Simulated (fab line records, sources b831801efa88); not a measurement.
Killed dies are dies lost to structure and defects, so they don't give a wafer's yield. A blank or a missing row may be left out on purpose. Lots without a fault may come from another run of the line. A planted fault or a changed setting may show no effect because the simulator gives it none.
fab line records | flow gf180mcu | part 1 of 2: steps 1 to 25 of 34
record lots=5 wafers=15 last_day=34
route steps=602 shown MIM@503 M5@526
lots that met no fault: from a run of the same line without faults
start_h: hours from the record's first day to the start of the lot's first wafer shown | wait_h: hours since the lot's step before | " the same as in the row above | L1.1+2: a row that stands for several wafers | - no value, or no start given | * or withheld: withheld | < > ~ a bound
route shown NAME@n: a module of which the file shows steps, and the number in the route of the first | usual: mean/standard deviation of fault-free wafers | same: alike in all rows | chamber/n: place in a boat | sites: the reading at each site | _std_site: their standard deviation | _edge_site: outer sites' mean less inner sites' | radius_mm: how far each site lies from the wafer's centre | mask NAME#n: copy n | behind: the tool/chamber that last shaped the wafer | hold: why the lot was held/for how many hours/how that ended | device: the transistor (n, p or np) that didn't switch | end of line: the same wafers' tests at the end of the route | a step without rows: its recipe alone | killed: dies lost to structure and defects at the first sort, not the wafer's yield | map: a wafer's dies, x killed, . not, _ none there
set.NAME: the setting as run; set.NAME@STEP: as run at that earlier step | model.NAME: the simulator's own value behind a step, which no gauge read
lots at some steps of the route; a table a step, a row a wafer
services: from which hour (start_h, from the record's first day; less than 0 if before it) a tool's chamber was out of use, for how many hours, and why
## steps
# step GF_MIM_SPUTTER_00
# recipe material=Ti target_thk_nm=37.5 arriving_ion_energy_ev=80 substrate_temp_c=200 chamber_pressure_pa=2 power_w=4000 time_s=150
# usual substrate_temp_c=199.99/0.18 throttle_valve_pct=29.8/1
# columns lot.wafer tool chamber start_h wait_h substrate_temp_c throttle_valve_pct
L079.1 pvd_sputter-02 - 609.68 0.2 199.75 29.9
L079.2 " - " " 199.81 29.0
L079.4 " - " " 199.90 29.4
L082.1 pvd_sputter-01 - 629.59 0.1 200.25 31.2
L082.4 " - " " 199.91 28.9
L082.6 " - " " 200.05 31.4
L084.3 pvd_sputter-02 - 638.54 0.1 199.96 28.7
L084.4 " - " " 200.04 28.2
L084.5 " - " " 200.00 29.8
L094.1 pvd_sputter-01 - 713.39 0.1 200.23 29.1
L094.4 " - " " 200.24 30.6
L094.6 " - " " 200.04 30.1
L097.1 pvd_sputter-04 - 725.13 0.1 200.01 29.4
L097.2 " - " " 199.96 31.5
L097.4 " - " " 199.82 30.0
# step GF_MIM_SPUTTER_01
# recipe material=TiN target_thk_nm=30 power_w=6500 time_s=25 chamber_pressure_pa=0.4
# usual throttle_valve_pct=29.7/1
# columns lot.wafer tool chamber start_h wait_h throttle_valve_pct
L079.1 pvd_sputter-02 - 609.78 0.1 29.7
L079.2 " - " " 28.5
L079.4 " - " " 29.4
L082.1 pvd_sputter-01 - 629.69 0.1 31.3
L082.4 " - " " 28.9
L082.6 " - " " 31.4
L084.3 pvd_sputter-02 - 638.64 0.1 28.7
L084.4 " - " " 28.3
L084.5 " - " " 29.7
L094.1 pvd_sputter-01 - 713.49 0.1 29.2
L094.4 " - " " 30.3
L094.6 " - " " 30.1
L097.1 pvd_sputter-04 - 725.23 0.1 29.3
L097.2 " - " " 31.7
L097.4 " - " " 30.1
# step GF_MIM_SPUTTER_02
# recipe material=AlCu target_thk_nm=450 power_w=10600 time_s=23.9 chamber_pressure_pa=0.4
# usual throttle_valve_pct=29.7/1
# columns lot.wafer tool chamber start_h wait_h throttle_valve_pct
L079.1 pvd_sputter-02 - 609.81 0.0 29.9
L079.2 " - " " 29.0
L079.4 " - " " 29.4
L082.1 pvd_sputter-01 - 629.72 0.0 31.2
L082.4 " - " " 28.9
L082.6 " - " " 31.1
L084.3 pvd_sputter-02 - 638.67 0.0 28.9
L084.4 " - " " 28.4
L084.5 " - " " 30.0
L094.1 pvd_sputter-01 - 713.52 0.0 29.0
L094.4 " - " " 30.4
L094.6 " - " " 30.0
L097.1 pvd_sputter-04 - 725.26 0.0 29.5
L097.2 " - " " 31.6
L097.4 " - " " 30.0
# step GF_MIM_SPUTTER_03
# recipe material=Ti target_thk_nm=10 substrate_temp_c=300 chamber_pressure_pa=0.3 power_w=3000 time_s=6.7
# usual substrate_temp_c=299.99/0.18 throttle_valve_pct=29.7/1
# columns lot.wafer tool chamber start_h wait_h substrate_temp_c throttle_valve_pct
L079.1 pvd_sputter-02 - 609.84 0.0 299.58 29.7
L079.2 " - " " 300.04 28.8
L079.4 " - " " 299.77 29.2
L082.1 pvd_sputter-01 - 629.75 0.0 299.72 31.0
L082.4 " - " " 300.00 29.0
L082.6 " - " " 300.12 31.3
L084.3 pvd_sputter-02 - 638.70 0.0 299.71 28.7
L084.4 " - " " 299.95 28.3
L084.5 " - " " 300.03 29.9
L094.1 pvd_sputter-01 - 713.55 0.0 299.94 29.0
L094.4 " - " " 299.98 30.5
L094.6 " - " " 299.76 30.0
L097.1 pvd_sputter-04 - 725.29 0.0 299.70 29.5
L097.2 " - " " 300.34 31.7
L097.4 " - " " 300.10 30.1
# step GF_MIM_SPUTTER_04
# recipe material=TiN target_thk_nm=50 power_w=6500 time_s=41.7 chamber_pressure_pa=0.4
# usual throttle_valve_pct=29.8/1
# columns lot.wafer tool chamber start_h wait_h throttle_valve_pct
L079.1 pvd_sputter-02 - 609.86 0.0 29.8
L079.2 " - " " 29.0
L079.4 " - " " 29.2
L082.1 pvd_sputter-01 - 629.77 0.0 31.4
L082.4 " - " " 28.8
L082.6 " - " " 31.2
L084.3 pvd_sputter-02 - 638.72 0.0 28.7
L084.4 " - " " 28.1
L084.5 " - " " 29.8
L094.1 pvd_sputter-01 - 713.57 0.0 28.8
L094.4 " - " " 30.4
L094.6 " - " " 30.0
L097.1 pvd_sputter-04 - 725.31 0.0 29.5
L097.2 " - " " 31.6
L097.4 " - " " 30.0
# step GF_MIM_CVD_05
# recipe material=Si3N4 target_thk_nm=42 temp_max_c=400 temp_c=385 time_s=29.086 rf_w=450
# usual heater_power_outer_w=402/59 heater_power_w=697/65
# columns lot.wafer tool chamber start_h wait_h heater_power_outer_w heater_power_w
L079.1 pecvd-02 2 609.90 0.0 441 731
L079.2 " 1 " " 389 652
L079.4 " 1 " " 392 645
L082.1 pecvd-04 1 629.81 0.0 347 682
L082.4 " 0 " " 487 732
L082.6 " 2 " " 275 511
L084.3 pecvd-04 0 638.76 0.0 497 774
L084.4 " 2 " " 295 554
L084.5 " 1 " " 375 732
L094.1 pecvd-02 0 713.61 0.0 362 697
L094.4 " 0 " " 364 700
L094.6 " 2 " " 461 734
L097.1 pecvd-04 1 725.35 0.0 399 767
L097.2 " 2 " " 289 549
L097.4 " 0 " " 484 736
# step GF_MIM_THK_MEAS_06
# recipe reads=Si3N4_of_MIM_CVD_05
# usual MIM_CVD_05_THK=42.2/0.5
# columns lot.wafer tool chamber start_h wait_h MIM_CVD_05_THK[nm]
L079.1 film_metro-01 - 609.93 0.0 42.2
L079.2 " - " " 42.1
L079.4 " - " " 43.2
L082.1 film_metro-01 - 629.85 0.0 41.9
L082.4 " - " " 42.7
L082.6 " - " " 42.6
L084.3 film_metro-02 - 638.82 0.0 41.9
L084.4 " - " " 42.4
L084.5 " - " " 42.4
L094.1 film_metro-03 - 713.65 0.0 42.0
L094.4 " - " " 43.2
L094.6 " - " " 42.8
L097.1 film_metro-03 - 725.39 0.0 42.2
L097.2 " - " " 42.1
L097.4 " - " " 42.5
# step GF_MIM_SPUTTER_07
# recipe material=TiN target_thk_nm=60 power_w=6500 time_s=50 chamber_pressure_pa=0.4
# usual throttle_valve_pct=29.5/0.98
# columns lot.wafer tool chamber start_h wait_h throttle_valve_pct
L079.1 pvd_sputter-01 - 609.99 0.1 30.4
L079.2 " - " " 28.7
L079.4 " - " " 30.1
L082.1 pvd_sputter-04 - 629.91 0.1 29.5
L082.4 " - " " 30.3
L082.6 " - " " 31.5
L084.3 pvd_sputter-04 - 638.86 0.0 29.1
L084.4 " - " " 30.2
L084.5 " - " " 29.3
L094.1 pvd_sputter-04 - 713.71 0.1 29.9
L094.4 " - " " 31.5
L094.6 " - " " 31.5
L097.1 pvd_sputter-02 - 725.45 0.1 28.2
L097.2 " - " " 29.2
L097.4 " - " " 29.8
# step GF_MIM_SPUTTER_08
# recipe material=AlCu target_thk_nm=200 power_w=10600 time_s=10.6 chamber_pressure_pa=0.4
# usual throttle_valve_pct=29.5/0.95
# columns lot.wafer tool chamber start_h wait_h throttle_valve_pct
L079.1 pvd_sputter-01 - 610.04 0.0 30.5
L079.2 " - " " 29.0
L079.4 " - " " 30.0
L082.1 pvd_sputter-04 - 629.95 0.0 29.6
L082.4 " - " " 29.8
L082.6 " - " " 31.2
L084.3 pvd_sputter-04 - 638.90 0.0 29.4
L084.4 " - " " 30.2
L084.5 " - " " 29.5
L094.1 pvd_sputter-04 - 713.75 0.0 30.1
L094.4 " - " " 31.4
L094.6 " - " " 31.3
L097.1 pvd_sputter-02 - 725.49 0.0 28.7
L097.2 " - " " 29.3
L097.4 " - " " 29.7
# step GF_MIM_SPUTTER_09
# recipe material=TiN target_thk_nm=35 power_w=6500 time_s=29.2 chamber_pressure_pa=0.4
# usual throttle_valve_pct=29.5/0.95
# columns lot.wafer tool chamber start_h wait_h throttle_valve_pct
L079.1 pvd_sputter-01 - 610.06 0.0 30.7
L079.2 " - " " 28.9
L079.4 " - " " 30.2
L082.1 pvd_sputter-04 - 629.97 0.0 29.3
L082.4 " - " " 29.9
L082.6 " - " " 31.3
L084.3 pvd_sputter-04 - 638.92 0.0 29.6
L084.4 " - " " 30.0
L084.5 " - " " 29.5
L094.1 pvd_sputter-04 - 713.77 0.0 29.5
L094.4 " - " " 31.0
L094.6 " - " " 31.4
L097.1 pvd_sputter-02 - 725.51 0.0 28.4
L097.2 " - " " 29.3
L097.4 " - " " 29.5
# step GF_MIM_RS_MEAS_10
# recipe thk_meas_gauge=four-point-probe reads=TiN_of_MIM_SPUTTER_09+AlCu_of_MIM_SPUTTER_08+TiN_of_MIM_SPUTTER_07
# usual MIM_ALCU_RS=0.1602/0.0017
# columns lot.wafer tool chamber start_h wait_h MIM_ALCU_RS[ohm/sq]
L079.1 film_metro-03 - 610.09 0.0 0.1601
L079.2 " - " " 0.1597
L079.4 " - " " 0.1613
L082.1 film_metro-03 - 630.01 0.0 0.1598
L082.4 " - " " 0.1573
L082.6 " - " " 0.1590
L084.3 film_metro-02 - 639.00 0.1 0.1601
L084.4 " - " " 0.1603
L084.5 " - " " 0.1585
L094.1 film_metro-02 - 713.81 0.0 0.1601
L094.4 " - " " 0.1600
L094.6 " - " " 0.1608
L097.1 film_metro-01 - 725.55 0.0 0.1592
L097.2 " - " " 0.1630
L097.4 " - " " 0.1587
# step GF_MIM_THK_MEAS_11
# recipe thk_meas_gauge=xrf reads=AlCu_of_MIM_SPUTTER_08
# usual MIM_ALCU_THK=201.4/2.2
# columns lot.wafer tool chamber start_h wait_h MIM_ALCU_THK[nm]
L079.1 film_metro-03 - 610.21 0.1 202.6
L079.2 " - " " 202.8
L079.4 " - " " 200.6
L082.1 film_metro-03 - 630.13 0.1 201.7
L082.4 " - " " 204.6
L082.6 " - " " 203.4
L084.3 film_metro-02 - 639.10 0.1 201.0
L084.4 " - " " 201.1
L084.5 " - " " 202.6
L094.1 film_metro-02 - 713.93 0.1 201.8
L094.4 " - " " 201.2
L094.6 " - " " 200.0
L097.1 film_metro-01 - 725.67 0.1 201.3
L097.2 " - " " 197.7
L097.4 " - " " 201.8
# step GF_MIM_DEHYDRATE_12
# recipe temp_c=200 time_s=60
# usual chill_plate_temp_C=23.00/0.11
# columns lot.wafer tool chamber start_h wait_h chill_plate_temp_C
L079.1 litho_track-02 0 619.28 9.1 22.75
L079.2 " 0 " " 23.02
L079.4 " 0 " " 23.01
L082.1 litho_track-02 0 639.13 9.0 22.84
L082.4 " 0 " " 22.87
L082.6 " 0 " " 23.05
L084.3 litho_track-03 0 648.88 9.8 23.08
L084.4 " 0 " " 22.93
L084.5 " 0 " " 22.98
L094.1 litho_track-03 0 721.93 8.0 23.02
L094.4 " 0 " " 23.06
L094.6 " 0 " " 23.07
L097.1 litho_track-04 0 733.64 8.0 23.02
L097.2 " 0 " " 22.83
L097.4 " 0 " " 23.06
# step GF_MIM_HMDS_13
# recipe prime_time_s=60 prime_temp_c=120
# usual chill_plate_temp_C=23.01/0.12
# columns lot.wafer tool chamber start_h wait_h chill_plate_temp_C
L079.1 litho_track-02 0 619.43 0.1 23.00
L079.2 " 0 " " 22.93
L079.4 " 0 " " 23.10
L082.1 litho_track-02 0 639.28 0.1 22.77
L082.4 " 0 " " 22.97
L082.6 " 0 " " 22.83
L084.3 litho_track-03 0 649.03 0.1 23.06
L084.4 " 0 " " 23.05
L084.5 " 0 " " 23.01
L094.1 litho_track-03 0 722.08 0.1 22.98
L094.4 " 0 " " 23.08
L094.6 " 0 " " 23.06
L097.1 litho_track-04 0 733.79 0.1 22.99
L097.2 " 0 " " 23.15
L097.4 " 0 " " 23.12
# step GF_MIM_COAT_14
# recipe resist=NOVOLAK spin_rpm=3000 resist_thk_nm=1000
# usual chill_plate_temp_C=22.99/0.1
# columns lot.wafer tool chamber start_h wait_h chill_plate_temp_C
L079.1 litho_track-02 0 619.58 0.1 22.96
L079.2 " 0 " " 22.91
L079.4 " 0 " " 23.07
L082.1 litho_track-02 0 639.43 0.1 23.05
L082.4 " 0 " " 23.18
L082.6 " 0 " " 23.13
L084.3 litho_track-03 0 649.18 0.1 22.86
L084.4 " 0 " " 23.04
L084.5 " 0 " " 22.89
L094.1 litho_track-03 0 722.23 0.1 23.09
L094.4 " 0 " " 23.02
L094.6 " 0 " " 23.03
L097.1 litho_track-04 0 733.94 0.1 22.87
L097.2 " 0 " " 22.84
L097.4 " 0 " " 22.86
# step GF_MIM_SOFTBAKE_15
# recipe temp_c=90 time_s=60 resist=NOVOLAK
# usual chill_plate_temp_C=23.00/0.099
# columns lot.wafer tool chamber start_h wait_h chill_plate_temp_C
L079.1 litho_track-02 0 619.73 0.1 22.98
L079.2 " 0 " " 22.94
L079.4 " 0 " " 23.10
L082.1 litho_track-02 0 639.58 0.1 22.92
L082.4 " 0 " " 22.78
L082.6 " 0 " " 22.93
L084.3 litho_track-03 0 649.33 0.1 23.02
L084.4 " 0 " " 22.94
L084.5 " 0 " " 22.85
L094.1 litho_track-03 0 722.38 0.1 22.94
L094.4 " 0 " " 22.83
L094.6 " 0 " " 22.96
L097.1 litho_track-04 0 734.09 0.1 22.89
L097.2 " 0 " " 22.93
L097.4 " 0 " " 22.94
# step GF_MIM_EXPOSE_16
# recipe mask_id=FuseTop target_cd_nm=2000 na=0.6 source_shape=conventional sigma_outer=0.6 dose_mj=140
# columns lot.wafer tool chamber start_h wait_h mask
L079.1+2+4 iline_stepper-02 0 - - FuseTop#0
L082.1+4+6 iline_stepper-01 0 - - FuseTop#0
L084.3+4+5 iline_stepper-02 0 - - FuseTop#0
L094.1+4+6 iline_stepper-02 0 - - FuseTop#0
L097.1+2+4 iline_stepper-01 0 - - FuseTop#0
# step GF_MIM_PEB_17
# recipe temp_c=withheld time_s=* resist=NOVOLAK
# usual chill_plate_temp_C=*
# columns lot.wafer tool chamber start_h wait_h chill_plate_temp_C
L079.1 litho_track-04 0 - - *
L079.2 " 0 " " *
L079.4 " 0 " " *
L082.1 litho_track-04 0 - - *
L082.4 " 0 " " *
L082.6 " 0 " " *
L084.3 litho_track-04 0 - - *
L084.4 " 0 " " *
L084.5 " 0 " " *
L094.1 litho_track-02 0 - - *
L094.4 " 0 " " *
L094.6 " 0 " " *
L097.1 litho_track-04 0 - - *
L097.2 " 0 " " *
L097.4 " 0 " " *
# step GF_MIM_DEVELOP_18
# recipe develop_time_s=60 dev_temp_c=23
# usual chill_plate_temp_C=22.99/0.11
# columns lot.wafer tool chamber start_h wait_h chill_plate_temp_C
L079.1 litho_track-04 0 630.54 0.1 22.98
L079.2 " 0 " " 22.93
L079.4 " 0 " " 22.91
L082.1 litho_track-04 0 649.39 0.1 22.90
L082.4 " 0 " " 22.89
L082.6 " 0 " " 23.00
L084.3 litho_track-04 0 658.29 0.1 23.07
L084.4 " 0 " " 22.86
L084.5 " 0 " " 23.08
L094.1 litho_track-02 0 731.08 0.1 23.06
L094.4 " 0 " " 23.00
L094.6 " 0 " " 23.26
L097.1 litho_track-04 0 742.19 0.1 23.12
L097.2 " 0 " " 22.96
L097.4 " 0 " " 22.85
# step GF_MIM_METAL_ETCH_19
# recipe chemistry=Cl2/BCl3 mask_material=NOVOLAK stop_on=Si3N4 target_depth_nm=324.5 pressure_mtorr=8 icp_w=800 bias_w=140 Cl2_flow_sccm=80 bcl3_flow_sccm=40 time_s=54.1
# usual drypump_motor_current_A=5.5/0.6 oes_product_au=0.941/0.0065 throttle_valve_pct=28.283/0.01
# columns lot.wafer tool chamber start_h wait_h drypump_motor_current_A oes_product_au rf_hours_counter_h throttle_valve_pct
L079.1 rie_metal-03 0 630.69 0.1 5.1 0.952 11 28.269
L079.2 " 1 " " 6.4 0.951 10 28.290
L079.4 " 1 " " 6.4 0.938 - 28.288
L082.1 rie_metal-02 1 649.54 0.1 5.1 0.939 8 28.268
L082.4 " 1 " " 5.1 0.944 - 28.291
L082.6 " 0 " " 6.1 0.943 - 28.276
L084.3 rie_metal-01 1 658.41 0.1 4.7 0.945 - 28.293
L084.4 " 0 " " 5.4 0.948 - 28.287
L084.5 " 0 " " 5.4 0.946 - 28.275
L094.1 rie_metal-01 1 731.23 0.1 4.6 0.943 13 28.277
L094.4 " 1 " " 4.6 0.939 - 28.272
L094.6 " 0 " " 5.4 0.935 - 28.273
L097.1 rie_metal-01 0 742.34 0.1 5.4 0.946 6 28.279
L097.2 " 0 " " 5.5 0.939 - 28.294
L097.4 " 0 " " 5.5 0.945 - 28.264
# step GF_MIM_STRIP_20
# recipe chemistry=O2/N2 power_w=1400 pressure_mtorr=1500 platen_temp_c=250 o2_flow_sccm=3000 n2_flow_sccm=300 overash_fraction=0.5
# usual drypump_motor_current_A=5.8/0.55 heater_power_w=331/24 oes_product_au=0.692/0.0049 strip_time_to_endpoint_s=11.21/0.036
# columns lot.wafer tool chamber start_h wait_h drypump_motor_current_A heater_power_w oes_product_au rf_hours_counter_h strip_time_to_endpoint_s
L079.1 plasma_asher-01 0 630.76 0.0 6.6 334 0.691 87 11.21
L079.2 " 1 " " 5.2 326 0.690 87 11.18
L079.4 " 1 " " 5.1 328 0.689 - 11.20
L082.1 plasma_asher-01 0 649.61 0.0 6.6 328 0.684 89 11.24
L082.4 " 0 " " 6.6 318 0.699 - 11.24
L082.6 " 0 " " 6.6 320 0.701 - 11.23
L084.3 plasma_asher-03 1 658.49 0.1 6.0 386 0.684 - 11.25
L084.4 " 0 " " 5.6 348 0.696 - 11.23
L084.5 " 1 " " 6.0 388 0.693 - 11.23
L094.1 plasma_asher-03 1 731.30 0.0 6.0 398 0.689 33 11.21
L094.4 " 0 " " 5.6 343 0.685 - 11.20
L094.6 " 0 " " 5.6 345 0.697 - 11.22
L097.1 plasma_asher-01 1 742.48 0.1 5.2 324 0.689 99 11.20
L097.2 " 0 " " 6.6 332 0.689 99 11.17
L097.4 " 0 " " 6.6 324 0.689 - 11.14
# step GF_MIM_STRIP_21
# recipe chemistry=post_etch_residue_remover time_s=1200 temp_c=72.5
# usual bath_guard_temp_C=72.47/0.26
# columns lot.wafer tool chamber start_h wait_h bath_guard_temp_C
L079.1 wet_bench-04 0 630.86 0.1 72.58
L079.2 " 0 " " 72.53
L079.4 " 0 " " 72.74
L082.1 wet_bench-02 3 649.71 0.1 72.23
L082.4 " 3 " " 72.82
L082.6 " 3 " " 72.29
L084.3 wet_bench-03 0 658.56 0.0 72.00
L084.4 " 0 " " 72.56
L084.5 " 0 " " 72.72
L094.1 wet_bench-04 3 731.40 0.1 72.23
L094.4 " 3 " " 72.41
L094.6 " 3 " " 72.51
L097.1 wet_bench-04 0 742.58 0.1 72.58
L097.2 " 0 " " 72.66
L097.4 " 0 " " 72.48
# step GF_MIM_CLEAN_22
# recipe chemistry=DIW dry=n2_spin
# columns lot.wafer tool chamber start_h wait_h
L079.1+2+4 wet_bench-03 2 631.20 0.0
L082.1+4+6 wet_bench-04 0 650.05 0.0
L084.3+4+5 wet_bench-03 1 658.90 0.0
L094.1+4+6 wet_bench-04 0 731.74 0.0
L097.1+2+4 wet_bench-03 1 742.92 0.0
# step GF_M5_DEHYDRATE_00
# recipe temp_c=200 time_s=60
# usual chill_plate_temp_C=23.00/0.11
# columns lot.wafer tool chamber start_h wait_h chill_plate_temp_C
L079.1 litho_track-03 0 640.18 8.9 23.22
L079.2 " 0 " " 23.13
L079.4 " 0 " " 23.12
L082.1 litho_track-04 0 658.69 8.5 22.90
L082.4 " 0 " " 22.89
L082.6 " 0 " " 22.96
L084.3 litho_track-03 0 668.38 9.4 23.06
L084.4 " 0 " " 22.97
L084.5 " 0 " " 22.96
L094.1 litho_track-04 0 739.89 8.1 22.96
L094.4 " 0 " " 22.87
L094.6 " 0 " " 22.96
L097.1 litho_track-03 0 750.63 7.6 22.95
L097.2 " 0 " " 22.98
L097.4 " 0 " " 23.07
# step GF_M5_HMDS_01
# recipe prime_time_s=60 prime_temp_c=120
# usual chill_plate_temp_C=22.99/0.11
# columns lot.wafer tool chamber start_h wait_h chill_plate_temp_C
L079.1 litho_track-03 0 640.33 0.1 23.13
L079.2 " 0 " " 23.19
L079.4 " 0 " " 23.19
L082.1 litho_track-04 0 658.84 0.1 23.05
L082.4 " 0 " " 22.98
L082.6 " 0 " " 23.00
L084.3 litho_track-03 0 668.53 0.1 22.81
L084.4 " 0 " " 22.87
L084.5 " 0 " " 22.75
L094.1 litho_track-04 0 740.04 0.1 22.92
L094.4 " 0 " " 22.96
L094.6 " 0 " " 22.78
L097.1 litho_track-03 0 750.78 0.1 23.04
L097.2 " 0 " " 22.89
L097.4 " 0 " " 22.92
